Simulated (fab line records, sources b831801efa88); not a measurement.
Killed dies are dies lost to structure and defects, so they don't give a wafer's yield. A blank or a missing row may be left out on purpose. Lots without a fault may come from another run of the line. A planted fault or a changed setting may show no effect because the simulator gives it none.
fab line records | flow sky130
record lots=5 wafers=15 last_day=50
route steps=708 shown METAL1@438 VIA1@458
lots that met no fault: from a run of the same line without faults
start_h: hours from the record's first day to the start of the lot's first wafer shown | wait_h: hours since the lot's step before | " the same as in the row above | L1.1+2: a row that stands for several wafers | - no value, or no start given | * or withheld: withheld | < > ~ a bound
route shown NAME@n: a module of which the file shows steps, and the number in the route of the first | usual: mean/standard deviation of fault-free wafers | same: alike in all rows | chamber/n: place in a boat | sites: the reading at each site | _std_site: their standard deviation | _edge_site: outer sites' mean less inner sites' | radius_mm: how far each site lies from the wafer's centre | mask NAME#n: copy n | behind: the tool/chamber that last shaped the wafer | hold: why the lot was held/for how many hours/how that ended | device: the transistor (n, p or np) that didn't switch | end of line: the same wafers' tests at the end of the route | a step without rows: its recipe alone | killed: dies lost to structure and defects at the first sort, not the wafer's yield | map: a wafer's dies, x killed, . not, _ none there
set.NAME: the setting as run; set.NAME@STEP: as run at that earlier step | model.NAME: the simulator's own value behind a step, which no gauge read
lots at some steps of the route; a table a step, a row a wafer
services: from which hour (start_h, from the record's first day; less than 0 if before it) a tool's chamber was out of use, for how many hours, and why
## steps
# step SKY_METAL1_SPUTTER_04
# recipe material=TiN target_thk_nm=70 power_w=6430 time_s=58.3 chamber_pressure_pa=0.4
# usual throttle_valve_pct=30.1/1.5
# columns lot.wafer tool chamber start_h wait_h throttle_valve_pct
L076.2 pvd_sputter-01 - 756.08 0.0 31.9
L076.4 " - " " 32.0
L076.6 " - " " 32.1
L085.1 pvd_sputter-04 - 820.04 0.0 31.2
L085.5 " - " " 31.8
L085.6 " - " " 27.6
L090.1 pvd_sputter-01 - 863.36 0.0 32.0
L090.5 " - " " 32.0
L090.6 " - " " 32.2
L094.1 pvd_sputter-04 - 893.24 0.0 27.9
L094.3 " - " " 30.5
L094.4 " - " " 31.9
L096.1 pvd_sputter-02 - 900.71 0.0 29.4
L096.2 " - " " 28.5
L096.6 " - " " 28.7
# step SKY_METAL1_RS_MEAS_05
# recipe thk_meas_gauge=four-point-probe reads=TiN_of_METAL1_SPUTTER_04+Ti_of_METAL1_SPUTTER_03+AlCu_of_METAL1_SPUTTER_02+TiN_of_METAL1_SPUTTER_01+Ti_of_METAL1_SPUTTER_00
# usual METAL1_ALCU_RS=0.1269/0.0017
# columns lot.wafer tool chamber start_h wait_h METAL1_ALCU_RS[ohm/sq]
L076.2 film_metro-04 - 756.15 0.0 0.1250
L076.4 " - " " 0.1250
L076.6 " - " " 0.1250
L085.1 film_metro-04 - 820.08 0.0 0.1267
L085.5 " - " " 0.1270
L085.6 " - " " 0.1279
L090.1 film_metro-04 - 863.41 0.0 0.1295
L090.5 " - " " 0.1305
L090.6 " - " " 0.1303
L094.1 film_metro-02 - 893.29 0.0 0.1265
L094.3 " - " " 0.1247
L094.4 " - " " 0.1241
L096.1 film_metro-04 - 900.76 0.0 0.1267
L096.2 " - " " 0.1283
L096.6 " - " " 0.1284
# step SKY_METAL1_THK_MEAS_06
# recipe thk_meas_gauge=xrf reads=AlCu_of_METAL1_SPUTTER_02
# usual METAL1_ALCU_THK=250/3.7
# columns lot.wafer tool chamber start_h wait_h METAL1_ALCU_THK[nm]
L076.2 film_metro-04 - 756.26 0.1 252
L076.4 " - " " 253
L076.6 " - " " 254
L085.1 film_metro-04 - 820.20 0.1 251
L085.5 " - " " 250
L085.6 " - " " 247
L090.1 film_metro-04 - 863.53 0.1 246
L090.5 " - " " 242
L090.6 " - " " 243
L094.1 film_metro-02 - 893.41 0.1 253
L094.3 " - " " 254
L094.4 " - " " 256
L096.1 film_metro-04 - 900.88 0.1 250
L096.2 " - " " 247
L096.6 " - " " 248
# step SKY_METAL1_DEHYDRATE_07
# recipe temp_c=200 time_s=60
# usual heater_power_total_W=160.39/0.13
# columns lot.wafer tool chamber start_h wait_h heater_power_total_W
L076.2 litho_track-02 0 768.86 12.6 160.21
L076.4 " 0 " " 160.20
L076.6 " 0 " " 160.63
L085.1 litho_track-03 0 832.34 12.1 160.28
L085.5 " 0 " " 160.25
L085.6 " 0 " " 160.36
L090.1 litho_track-01 0 876.53 13.0 160.54
L090.5 " 0 " " 160.22
L090.6 " 0 " " 160.36
L094.1 litho_track-01 0 906.38 13.0 160.37
L094.3 " 0 " " 160.26
L094.4 " 0 " " 160.57
L096.1 litho_track-03 0 912.69 11.8 160.33
L096.2 " 0 " " 160.56
L096.6 " 0 " " 160.24
# step SKY_METAL1_HMDS_08
# recipe prime_time_s=60 prime_temp_c=120
# columns lot.wafer tool chamber start_h wait_h
L076.2+4+6 litho_track-02 0 769.01 0.1
L085.1+5+6 litho_track-03 0 832.49 0.1
L090.1+5+6 litho_track-01 0 876.68 0.1
L094.1+3+4 litho_track-01 0 906.53 0.1
L096.1+2+6 litho_track-03 0 912.84 0.1
# step SKY_METAL1_COAT_09
# recipe resist=BARC temp_c=withheld time_s=withheld spin_rpm=3000 resist_thk_nm=60
# columns lot.wafer tool chamber start_h wait_h
L076.2+4+6 litho_track-02 0 769.16 0.1
L085.1+5+6 litho_track-03 0 832.64 0.1
L090.1+5+6 litho_track-01 0 876.83 0.1
L094.1+3+4 litho_track-01 0 906.68 0.1
L096.1+2+6 litho_track-03 0 912.99 0.1
# step SKY_METAL1_COAT_10
# recipe resist=KrF-thick spin_rpm=3000 resist_thk_nm=450
# columns lot.wafer tool chamber start_h wait_h
L076.2+4+6 litho_track-02 0 - -
L085.1+5+6 litho_track-03 0 - -
L090.1+5+6 litho_track-01 0 - -
L094.1+3+4 litho_track-01 0 - -
L096.1+2+6 litho_track-03 0 - -
# step SKY_METAL1_SOFTBAKE_11
# recipe temp_c=100 time_s=90 resist=KrF-thick
# usual heater_power_total_W=57.36/0.11
# columns lot.wafer tool chamber start_h wait_h heater_power_total_W
L076.2 litho_track-02 0 - - 57.44
L076.4 " 0 " " 57.39
L076.6 " 0 " " 57.35
L085.1 litho_track-03 0 - - 57.36
L085.5 " 0 " " 57.26
L085.6 " 0 " " 57.37
L090.1 litho_track-01 0 - - 57.21
L090.5 " 0 " " 57.19
L090.6 " 0 " " 57.54
L094.1 litho_track-01 0 - - 57.36
L094.3 " 0 " " 57.27
L094.4 " 0 " " 57.45
L096.1 litho_track-03 0 - - 57.42
L096.2 " 0 " " 57.44
L096.6 " 0 " " 57.45
# step SKY_METAL1_EXPOSE_12
# recipe mask_id=MM1 na=0.8 source_shape=annular sigma_inner=0.55 sigma_outer=0.85 target_cd_nm=140 dose_mj=28
# same sigma_inner=0.55
# columns lot.wafer tool chamber start_h wait_h mask
L076.2+4+6 krf_scanner-02 0 - - MM1#0
L085.1+5+6 krf_scanner-02 0 - - MM1#0
L090.1+5+6 krf_scanner-02 0 - - MM1#0
L094.1+3+4 krf_scanner-01 0 - - MM1#0
L096.1+2+6 krf_scanner-02 0 - - MM1#0
# step SKY_METAL1_PEB_13
# recipe peb_temp_c=withheld peb_time_s=withheld resist=KrF-thick
# columns lot.wafer tool chamber start_h wait_h
L076.2+4+6 litho_track-02 0 - -
L085.1+5+6 litho_track-02 0 - -
L090.1+5+6 litho_track-01 0 - -
L094.1+3+4 litho_track-02 0 - -
L096.1+2+6 litho_track-02 0 - -
# step SKY_METAL1_DEVELOP_14
# recipe develop_time_s=60 resist=KrF-thick dev_temp_c=21
# columns lot.wafer tool chamber start_h wait_h
L076.2+4+6 litho_track-02 0 - -
L085.1+5+6 litho_track-02 0 - -
L090.1+5+6 litho_track-01 0 - -
L094.1+3+4 litho_track-02 0 - -
L096.1+2+6 litho_track-02 0 - -
# step SKY_METAL1_CD_MEAS_15
# recipe target_cd_nm=140
# usual cd_nm=140.3/1.7
# columns lot.wafer tool chamber start_h wait_h cd_nm
L076.2 cd_sem-02 - 782.20 - 141.9
L076.4 " - " " 141.8
L076.6 " - " " 139.7
L085.1 cd_sem-01 - 846.53 - 140.9
L085.5 " - " " 141.5
L085.6 " - " " 143.1
L090.1 cd_sem-01 - 890.08 - 141.0
L090.5 " - " " 139.6
L090.6 " - " " 140.6
L094.1 cd_sem-02 - 919.28 - 141.3
L094.3 " - " " 141.9
L094.4 " - " " 140.4
L096.1 cd_sem-02 - 926.03 - 140.2
L096.2 " - " " 142.1
L096.6 " - " " 140.6
# step SKY_METAL1_OVL_MEAS_16
# usual METAL1_OVL=-2/5.2
# columns lot.wafer tool chamber start_h wait_h METAL1_OVL[nm]
L076.2 overlay-02 - 782.31 0.1 -2
L076.4 " - " " -5
L076.6 " - " " -7
L085.1 overlay-01 - 846.65 0.1 -2
L085.5 " - " " 2
L085.6 " - " " 2
L090.1 overlay-02 - 890.20 0.1 3
L090.5 " - " " 0
L090.6 " - " " 2
L094.1 overlay-02 - 919.40 0.1 0
L094.3 " - " " 5
L094.4 " - " " -2
L096.1 overlay-02 - 926.15 0.1 -6
L096.2 " - " " -9
L096.6 " - " " -3
# step SKY_METAL1_DESCUM_17
# recipe chemistry=O2 source_power_w=150 bias_power_w=0 pressure_mtorr=10 temp_c=40 time_s=8
# usual drypump_motor_current_A=5.48/0.25 oes_product_au=1.000/0.0093 temp_c=40.00/0.11
# columns lot.wafer tool chamber start_h wait_h drypump_motor_current_A oes_product_au rf_hours_counter_h temp_c
L076.2 rie_metal-02 1 782.34 0.0 5.79 1.012 13 39.74
L076.4 " 0 " " 5.69 1.009 - 39.99
L076.6 " 0 " " 5.71 1.007 - 39.96
L085.1 rie_metal-04 1 846.69 0.0 5.38 0.993 16 40.22
L085.5 " 0 " " 5.27 0.984 - 39.98
L085.6 " 1 " " 5.38 1.000 - 40.05
L090.1 rie_metal-02 0 890.24 0.0 5.72 1.001 7 40.08
L090.5 " 1 " " 5.73 1.009 - 39.92
L090.6 " 0 " " 5.71 1.006 - 40.05
L094.1 rie_metal-02 1 919.44 0.0 5.81 1.005 3 40.05
L094.3 " 0 " " 5.70 0.995 - 40.09
L094.4 " 1 " " 5.76 1.011 - 40.17
L096.1 rie_metal-01 1 926.19 0.0 5.25 1.002 6 39.89
L096.2 " 0 " " 5.16 1.005 7 39.92
L096.6 " 1 " " 5.26 0.996 - 40.07
# step SKY_METAL1_ETCH_18
# recipe chemistry=N2/H2 target=BARC ion_energy_ev=200 bias_w=100 pressure_mtorr=30 n2_flow_sccm=100 h2_flow_sccm=200 icp_w=500 stop_on=SiO2 time_s=45.9 target_depth_a=600
# usual drypump_motor_current_A=5.48/0.25 oes_product_au=0.856/0.0042 throttle_valve_pct=13.224/0.009
# columns lot.wafer tool chamber start_h wait_h drypump_motor_current_A oes_product_au rf_hours_counter_h throttle_valve_pct
L076.2 rie_metal-02 1 782.37 0.0 5.75 0.854 13 13.239
L076.4 " 0 " " 5.73 0.851 - 13.229
L076.6 " 0 " " 5.73 0.855 - 13.221
L085.1 rie_metal-04 1 846.72 0.0 5.38 0.859 16 13.231
L085.5 " 0 " " 5.29 0.861 - 13.221
L085.6 " 1 " " 5.38 0.855 - 13.236
L090.1 rie_metal-02 0 890.27 0.0 5.71 0.856 7 13.236
L090.5 " 1 " " 5.74 0.849 - 13.211
L090.6 " 0 " " 5.72 0.855 - 13.220
L094.1 rie_metal-02 1 919.47 0.0 5.74 0.853 3 13.228
L094.3 " 0 " " 5.72 0.860 - 13.211
L094.4 " 1 " " 5.78 0.865 - 13.225
L096.1 rie_metal-01 1 926.22 0.0 5.25 0.854 6 13.228
L096.2 " 0 " " 5.19 0.854 7 13.211
L096.6 " 1 " " 5.24 0.867 - 13.226
# step SKY_METAL1_METAL_ETCH_19
# recipe target_depth_a=3600 stop_on=SiO2 over_etch_frac=0.3 time_s=78 chemistry=Cl2/BCl3 resist_sidewall_deg=88 pressure_mtorr=10 icp_w=900 bias_w=48.5 Cl2_flow_sccm=60 bcl3_flow_sccm=30
# usual drypump_motor_current_A=5.48/0.25 oes_product_au=0.853/0.0065 throttle_valve_pct=22.264/0.0093
# columns lot.wafer tool chamber start_h wait_h drypump_motor_current_A oes_product_au rf_hours_counter_h throttle_valve_pct
L076.2 rie_metal-02 1 782.43 0.0 5.77 0.846 13 22.259
L076.4 " 0 " " 5.71 0.854 - 22.258
L076.6 " 0 " " 5.68 0.856 - 22.266
L085.1 rie_metal-04 1 846.78 0.0 5.36 0.856 16 22.268
L085.5 " 0 " " 5.29 0.853 - 22.256
L085.6 " 1 " " 5.39 0.839 - 22.255
L090.1 rie_metal-02 0 890.33 0.0 5.73 0.839 7 22.277
L090.5 " 1 " " 5.77 0.847 - 22.266
L090.6 " 0 " " 5.73 0.848 - 22.263
L094.1 rie_metal-02 1 919.53 0.0 5.76 0.856 3 22.263
L094.3 " 0 " " 5.74 0.856 - 22.269
L094.4 " 1 " " 5.80 0.856 - 22.271
L096.1 rie_metal-01 1 926.28 0.0 5.24 0.866 6 22.257
L096.2 " 0 " " 5.18 0.850 7 22.277
L096.6 " 1 " " 5.25 0.856 - 22.255
# step SKY_METAL1_STRIP_20
# recipe chemistry=O2/N2 power_w=1400 pressure_mtorr=1500 platen_temp_c=withheld o2_flow_sccm=3000 n2_flow_sccm=300 overash_fraction=0.5
# usual drypump_motor_current_A=6.0/0.42 oes_product_au=0.343/0.005 strip_time_to_endpoint_s=2.70/0.041
# columns lot.wafer tool chamber start_h wait_h drypump_motor_current_A oes_product_au rf_hours_counter_h strip_time_to_endpoint_s
L076.2 plasma_asher-02 0 782.52 0.1 6.3 0.349 4 2.69
L076.4 " 1 " " 6.5 0.347 - 2.69
L076.6 " 1 " " 6.5 0.347 - 2.69
L085.1 plasma_asher-02 1 846.87 0.1 6.5 0.346 11 2.72
L085.5 " 0 " " 6.3 0.351 - 2.81
L085.6 " 1 " " 6.5 0.347 - 2.72
L090.1 plasma_asher-03 0 890.42 0.1 5.2 0.349 44 2.69
L090.5 " 0 " " 5.2 0.345 - 2.66
L090.6 " 1 " " 5.7 0.336 - 2.67
L094.1 plasma_asher-02 0 919.62 0.1 6.3 0.340 18 2.67
L094.3 " 0 " " 6.2 0.351 - 2.71
L094.4 " 1 " " 6.5 0.340 - 2.69
L096.1 plasma_asher-02 1 926.37 0.1 6.5 0.341 19 2.67
L096.2 " 0 " " 6.2 0.344 19 2.72
L096.6 " 1 " " 6.5 0.343 - 2.70
# step SKY_METAL1_STRIP_21
# recipe chemistry=post_etch_residue_remover time_s=1200 temp_c=72.5
# usual temp_c=72.50/0.11
# columns lot.wafer tool chamber start_h wait_h temp_c
L076.2 wet_bench-04 3 782.62 0.1 72.38
L076.4 " 3 " " 72.31
L076.6 " 3 " " 72.32
L085.1 wet_bench-03 1 846.97 0.1 72.51
L085.5 " 1 " " 72.56
L085.6 " 1 " " 72.50
L090.1 wet_bench-04 2 890.52 0.1 72.60
L090.5 " 2 " " 72.31
L090.6 " 2 " " 72.54
L094.1 wet_bench-03 2 919.72 0.1 72.51
L094.3 " 2 " " 72.46
L094.4 " 2 " " 72.54
L096.1 wet_bench-04 3 926.47 0.1 72.58
L096.2 " 3 " " 72.54
L096.6 " 3 " " 72.66
# step SKY_METAL1_CLEAN_22
# recipe chemistry=IPA time_s=180 temp_c=25
# usual temp_c=25.00/0.093
# columns lot.wafer tool chamber start_h wait_h temp_c
L076.2 wet_bench-03 3 782.99 0.0 24.91
L076.4 " 3 " " 24.95
L076.6 " 3 " " 25.04
L085.1 wet_bench-01 0 847.31 0.0 25.08
L085.5 " 0 " " 25.11
L085.6 " 0 " " 25.07
L090.1 wet_bench-03 3 890.86 0.0 25.11
L090.5 " 3 " " 25.05
L090.6 " 3 " " 25.02
L094.1 wet_bench-01 2 920.06 0.0 25.05
L094.3 " 2 " " 25.05
L094.4 " 2 " " 25.15
L096.1 wet_bench-01 2 926.81 0.0 24.95
L096.2 " 2 " " 24.92
L096.6 " 2 " " 25.10
# step SKY_METAL1_CLEAN_23
# recipe chemistry=O3/DIW dry=n2_spin
# columns lot.wafer tool chamber start_h wait_h
L076.2+4+6 wet_bench-01 2 783.06 0.0
L085.1+5+6 wet_bench-04 2 847.43 0.0
L090.1+5+6 wet_bench-04 0 890.93 0.0
L094.1+3+4 wet_bench-04 2 920.18 0.0
L096.1+2+6 wet_bench-03 2 926.87 0.0
# step SKY_VIA1_HDPCVD_00
# recipe material=SiO2 target_thk_nm=1030 sigma_open_frac=0.3 time_s=171.7 temp_c=400 sih4_flow_sccm=60 pressure_mtorr=6
# usual pressure_mtorr=5.999/0.011
# columns lot.wafer tool chamber start_h wait_h pressure_mtorr
L076.2 hdpcvd-02 2 783.16 0.0 5.990
L076.4 " 1 " " 5.995
L076.6 " 0 " " 5.992
L085.1 hdpcvd-01 2 847.52 0.0 5.992
L085.5 " 1 " " 6.015
L085.6 " 0 " " 5.988
L090.1 hdpcvd-02 1 891.02 0.0 5.991
L090.5 " 0 " " 6.020
L090.6 " 2 " " 6.017
L094.1 hdpcvd-02 0 920.27 0.0 5.983
L094.3 " 1 " " 5.991
L094.4 " 0 " " 6.004
L096.1 hdpcvd-01 2 926.96 0.0 5.982
L096.2 " 0 " " 5.991
L096.6 " 1 " " 5.987
# step SKY_VIA1_THK_MEAS_01
# recipe reads=SiO2_of_VIA1_HDPCVD_00
# usual VIA1_HDPCVD_THK=1031/10
# columns lot.wafer tool chamber start_h wait_h VIA1_HDPCVD_THK[nm]
L076.2 film_metro-02 - 783.28 0.1 1024
L076.4 " - " " 1048
L076.6 " - " " 1018
L085.1 film_metro-03 - 847.63 0.1 1038
L085.5 " - " " 1024
L085.6 " - " " 1034
L090.1 film_metro-02 - 891.13 0.1 1034
L090.5 " - " " 1017
L090.6 " - " " 1032
L094.1 film_metro-02 - 920.44 0.1 1003
L094.3 " - " " 1029
L094.4 " - " " 1012
L096.1 film_metro-03 - 927.08 0.1 1047
L096.2 " - " " 1045
L096.6 " - " " 1028
# step SKY_VIA1_CMP_02
# recipe material=SiO2 down_force_psi=4 platen_rpm=60 pad_velocity_m_s=0.94248
# usual head_pressure_psi=3.999/0.0089 motor_current_A=12.6/1
# columns lot.wafer tool chamber start_h wait_h head_pressure_psi motor_current_A
L076.4 cmp-01 3 783.43 0.1 3.993 11.4
L076.2 " 0 " " 4.006 15.5
L076.6 " 2 " " 3.999 13.4
L085.1 cmp-01 2 847.74 0.1 3.988 12.9
L085.6 " 1 " " 3.999 13.3
L085.5 " 2 " " 4.000 12.5
L090.1 cmp-02 1 891.24 0.1 4.002 11.4
L090.5 " 0 " " 3.989 13.4
L090.6 " 1 " " 4.011 11.7
L094.4 cmp-01 2 920.55 0.1 3.999 12.9
L094.3 " 3 " " 3.995 11.6
L094.1 " 0 " " 4.002 14.3
L096.2 cmp-02 2 927.14 0.0 3.988 11.2
L096.1 " 0 " " 3.999 13.1
L096.6 " 2 " " 4.001 11.6
# step SKY_VIA1_BOW_MEAS_03
# recipe mode=bow
# usual VIA1_BOW=80/7.2
# columns lot.wafer tool chamber start_h wait_h VIA1_BOW[um]
L076.2 film_metro-03 - 783.65 0.1 81
L076.4 " - " " 77
L076.6 " - " " 77
L085.1 film_metro-03 - 847.99 0.2 87
L085.5 " - " " 90
L085.6 " - " " 79
L090.1 film_metro-02 - 891.49 0.2 79
L090.5 " - " " 81
L090.6 " - " " 87
L094.1 film_metro-04 - 920.80 0.1 86
L094.3 " - " " 78
L094.4 " - " " 80
L096.1 film_metro-04 - 927.44 0.1 81
L096.2 " - " " 85
L096.6 " - " " 87
# step SKY_VIA1_DEHYDRATE_04
# recipe temp_c=200 time_s=60
# usual heater_power_total_W=160.38/0.13
# columns lot.wafer tool chamber start_h wait_h heater_power_total_W
L076.2 litho_track-01 0 796.70 13.0 160.65
L076.4 " 0 " " 160.40
L076.6 " 0 " " 160.63
L085.1 litho_track-01 0 860.28 12.3 160.52
L085.5 " 0 " " 160.32
L085.6 " 0 " " 160.58
L090.1 litho_track-04 0 904.37 12.9 160.19
L090.5 " 0 " " 160.37
L090.6 " 0 " " 160.54
L094.1 litho_track-01 0 933.53 12.7 160.46
L094.3 " 0 " " 160.27
L094.4 " 0 " " 160.36
L096.1 litho_track-02 0 939.33 11.9 160.40
L096.2 " 0 " " 160.32
L096.6 " 0 " " 160.14
# step SKY_VIA1_HMDS_05
# recipe prime_time_s=60 prime_temp_c=120
# columns lot.wafer tool chamber start_h wait_h
L076.2+4+6 litho_track-01 0 796.85 0.1
L085.1+5+6 litho_track-01 0 860.43 0.1
L090.1+5+6 litho_track-04 0 904.52 0.1
L094.1+3+4 litho_track-01 0 933.68 0.1
L096.1+2+6 litho_track-02 0 939.48 0.1
# step SKY_VIA1_COAT_06
# recipe resist=BARC temp_c=withheld time_s=withheld spin_rpm=3000 resist_thk_nm=60
# columns lot.wafer tool chamber start_h wait_h
L076.2+4+6 litho_track-01 0 797.00 0.1
L085.1+5+6 litho_track-01 0 860.58 0.1
L090.1+5+6 litho_track-04 0 904.67 0.1
L094.1+3+4 litho_track-01 0 933.83 0.1
L096.1+2+6 litho_track-02 0 939.63 0.1
# step SKY_VIA1_COAT_07
# recipe resist=KrF-thick spin_rpm=3000 resist_thk_nm=450
# columns lot.wafer tool chamber start_h wait_h
L076.2+4+6 litho_track-01 0 - -
L085.1+5+6 litho_track-01 0 - -
L090.1+5+6 litho_track-04 0 - -
L094.1+3+4 litho_track-01 0 - -
L096.1+2+6 litho_track-02 0 - -
# step SKY_VIA1_SOFTBAKE_08
# recipe temp_c=100 time_s=90 resist=KrF-thick
# usual heater_power_total_W=57.37/0.13
# columns lot.wafer tool chamber start_h wait_h heater_power_total_W
L076.2 litho_track-01 0 - - 57.47
L076.4 " 0 " " 57.25
L076.6 " 0 " " 57.50
L085.1 litho_track-01 0 - - 57.19
L085.5 " 0 " " 57.50
L085.6 " 0 " " 57.15
L090.1 litho_track-04 0 - - 57.49
L090.5 " 0 " " 57.44
L090.6 " 0 " " 57.55
L094.1 litho_track-01 0 - - 57.33
L094.3 " 0 " " 57.51
L094.4 " 0 " " 57.40
L096.1 litho_track-02 0 - - 57.43
L096.2 " 0 " " 57.51
L096.6 " 0 " " 57.35
# step SKY_VIA1_EXPOSE_09
# recipe mask_id=VIM na=0.8 source_shape=annular sigma_inner=0.55 sigma_outer=0.85 target_cd_nm=150 dose_mj=38
# same sigma_inner=0.55
# columns lot.wafer tool chamber start_h wait_h mask
L076.2+4+6 krf_scanner-02 0 - - VIM#0
L085.1+5+6 krf_scanner-01 0 - - VIM#0
L090.1+5+6 krf_scanner-01 0 - - VIM#0
L094.1+3+4 krf_scanner-02 0 - - VIM#0
L096.1+2+6 krf_scanner-01 0 - - VIM#0
# step SKY_VIA1_PEB_10
# recipe peb_temp_c=withheld peb_time_s=withheld resist=KrF-thick
# columns lot.wafer tool chamber start_h wait_h
L076.2+4+6 litho_track-04 0 - -
L085.1+5+6 litho_track-02 0 - -
L090.1+5+6 litho_track-02 0 - -
L094.1+3+4 litho_track-04 0 - -
L096.1+2+6 litho_track-02 0 - -
# step SKY_VIA1_DEVELOP_11
# recipe develop_time_s=60 resist=KrF-thick dev_temp_c=21
# columns lot.wafer tool chamber start_h wait_h
L076.2+4+6 litho_track-04 0 - -
L085.1+5+6 litho_track-02 0 - -
L090.1+5+6 litho_track-02 0 - -
L094.1+3+4 litho_track-04 0 - -
L096.1+2+6 litho_track-02 0 - -
# step SKY_VIA1_CD_MEAS_12
# recipe target_cd_nm=150
# usual cd_nm=149.8/1.4
# columns lot.wafer tool chamber start_h wait_h cd_nm
L076.2 cd_sem-01 - 809.89 - 148.1
L076.4 " - " " 149.3
L076.6 " - " " 149.0
L085.1 cd_sem-01 - 874.53 - 149.0
L085.5 " - " " 149.0
L085.6 " - " " 148.3
L090.1 cd_sem-02 - 916.68 - 151.9
L090.5 " - " " 150.5
L090.6 " - " " 152.0
L094.1 cd_sem-02 - 945.52 - 149.4
L094.3 " - " " 148.5
L094.4 " - " " 148.0
L096.1 cd_sem-01 - 952.18 - 147.9
L096.2 " - " " 147.8
L096.6 " - " " 148.6
# step SKY_VIA1_OVL_MEAS_13
# usual VIA1_OVL=2/5.3
# columns lot.wafer tool chamber start_h wait_h VIA1_OVL[nm]
L076.2 overlay-01 - 809.99 0.1 1
L076.4 " - " " -2
L076.6 " - " " -1
L085.1 overlay-02 - 874.65 0.1 8
L085.5 " - " " 11
L085.6 " - " " 6
L090.1 overlay-02 - 916.80 0.1 -1
L090.5 " - " " -2
L090.6 " - " " 0
L094.1 overlay-01 - 945.64 0.1 9
L094.3 " - " " 9
L094.4 " - " " 5
L096.1 overlay-02 - 952.30 0.1 16
L096.2 " - " " 6
L096.6 " - " " 3
# step SKY_VIA1_ETCH_14
# recipe chemistry=N2/H2 target=BARC ion_energy_ev=200 source_w=500 bias_w=100 pressure_mtorr=30 n2_flow_sccm=100 h2_flow_sccm=200 stop_on=SiO2 time_s=45.9 target_depth_a=600
# usual drypump_motor_current_A=5.8/0.49 oes_product_au=0.855/0.005 throttle_valve_pct=13.224/0.0087
# columns lot.wafer tool chamber start_h wait_h drypump_motor_current_A oes_product_au rf_hours_counter_h throttle_valve_pct
L076.2 rie_diel-03 3 810.02 0.0 6.6 0.851 2 13.216
L076.4 " 2 " " 5.5 0.861 17 13.231
L076.6 " 2 " " 5.6 0.860 - 13.223
L085.1 rie_diel-01 2 874.69 0.0 5.8 0.852 20 13.215
L085.5 " 2 " " 5.8 0.855 - 13.233
L085.6 " 1 " " 5.6 0.855 - 13.211
L090.1 rie_diel-03 3 916.84 0.0 6.6 0.860 5 13.237
L090.5 " 1 " " 5.6 0.841 - 13.213
L090.6 " 2 " " 5.6 0.852 - 13.226
L094.1 rie_diel-03 0 945.67 0.0 6.5 0.863 14 13.219
L094.3 " 2 " " 5.5 0.864 21 13.229
L094.4 " 0 " " 6.5 0.856 - 13.220
L096.1 rie_diel-02 3 952.34 0.0 4.8 0.858 12 13.221
L096.2 " 1 " " 6.1 0.846 4 13.237
L096.6 " 3 " " 4.9 0.859 - 13.226
# step SKY_VIA1_ETCH_15
# recipe target=SiO2 chemistry=C4F8/O2/Ar target_depth_nm=351 stop_on=TiN mask_material=KrF-thick source_w=1500 bias_w=1200 pressure_mtorr=40 c4f8_flow_sccm=withheld O2_flow_sccm=6 Ar_flow_sccm=300 time_s=55.82
# usual oes_product_au=0.977/0.0058
# columns lot.wafer tool chamber start_h wait_h oes_product_au rf_hours_counter_h
L076.2 rie_diel-03 3 810.07 0.0 0.987 2
L076.4 " 2 " " 0.977 17
L076.6 " 2 " " 0.970 -
L085.1 rie_diel-01 2 874.73 0.0 0.984 20
L085.5 " 2 " " 0.979 -
L085.6 " 1 " " 0.976 -
L090.1 rie_diel-03 3 916.88 0.0 0.959 5
L090.5 " 1 " " 0.978 -
L090.6 " 2 " " 0.980 -
L094.1 rie_diel-03 0 945.72 0.0 0.980 14
L094.3 " 2 " " 0.977 21
L094.4 " 0 " " 0.973 -
L096.1 rie_diel-02 3 952.38 0.0 0.969 12
L096.2 " 1 " " 0.977 4
L096.6 " 3 " " 0.976 -
# step SKY_VIA1_STRIP_16
# recipe chemistry=O2/N2 power_w=1400 pressure_mtorr=1500 platen_temp_c=withheld o2_flow_sccm=3000 n2_flow_sccm=300 overash_fraction=0.5
# usual drypump_motor_current_A=5.8/0.49 oes_product_au=0.415/0.0045 strip_time_to_endpoint_s=4.448/0.021
# columns lot.wafer tool chamber start_h wait_h drypump_motor_current_A oes_product_au rf_hours_counter_h strip_time_to_endpoint_s
L076.2 plasma_asher-02 1 810.11 0.0 6.5 0.413 7 4.440
L076.4 " 1 " " 6.5 0.421 - 4.444
L076.6 " 1 " " 6.5 0.418 - 4.450
L085.1 plasma_asher-04 1 874.78 0.0 5.7 0.414 107 4.493
L085.5 " 0 " " 5.2 0.415 - 4.441
L085.6 " 1 " " 5.7 0.416 - 4.469
L090.1 plasma_asher-02 0 916.93 0.0 6.3 0.410 18 4.411
L090.5 " 1 " " 6.5 0.421 - 4.447
L090.6 " 0 " " 6.3 0.415 - 4.453
L094.1 plasma_asher-03 1 945.76 0.0 5.7 0.415 49 4.469
L094.3 " 0 " " 5.2 0.421 - 4.433
L094.4 " 1 " " 5.7 0.420 - 4.486
L096.1 plasma_asher-02 0 952.43 0.0 6.3 0.421 21 4.449
L096.2 " 1 " " 6.5 0.414 21 4.423
L096.6 " 0 " " 6.3 0.416 - 4.442
# step SKY_VIA1_STRIP_17
# recipe chemistry=post_etch_residue_remover time_s=1200 temp_c=72.5
# usual temp_c=72.52/0.12
# columns lot.wafer tool chamber start_h wait_h temp_c
L076.2 wet_bench-04 2 810.21 0.1 72.50
L076.4 " 2 " " 72.54
L076.6 " 2 " " 72.40
L085.1 wet_bench-03 2 874.88 0.1 72.43
L085.5 " 2 " " 72.49
L085.6 " 2 " " 72.36
L090.1 wet_bench-02 3 917.03 0.1 72.57
L090.5 " 3 " " 72.65
L090.6 " 3 " " 72.64
L094.1 wet_bench-04 2 945.86 0.1 72.56
L094.3 " 2 " " 72.53
L094.4 " 2 " " 72.85
L096.1 wet_bench-03 3 952.53 0.1 72.48
L096.2 " 3 " " 72.58
L096.6 " 3 " " 72.58
## services
# columns tool chamber start_h hours kind
plasma_asher-02 - 733.75 9.0 pm
rie_metal-01 1 745.39 3.8 repair
cmp-01 - 747.36 2.3 repair
plasma_asher-02 - 756.03 2.2 repair
rie_metal-02 - 758.10 1.4 pm
plasma_asher-02 - 759.13 0.8 repair
rie_diel-03 1 777.33 9.7 repair
wet_bench-04 - 785.17 1.6 repair
krf_scanner-01 - 790.38 0.8 pm
hdpcvd-02 1 796.12 8.9 repair
wet_bench-01 - 799.30 1.9 pm
hdpcvd-02 0 800.01 10.9 repair
plasma_asher-02 - 801.16 1.8 repair
krf_scanner-02 - 804.04 1.3 pm
krf_scanner-02 - 819.50 1.0 pm
krf_scanner-01 - 845.00 1.3 pm
krf_scanner-01 - 853.91 1.0 pm
krf_scanner-02 - 863.34 0.8 pm
krf_scanner-01 - 903.03 1.6 repair
wet_bench-03 - 909.55 0.7 repair
krf_scanner-01 - 915.68 0.8 pm
wet_bench-01 - 943.88 4.1 repair
rie_diel-03 1 945.25 7.9 repair
krf_scanner-02 - 947.37 4.0 pm
## key
fault none
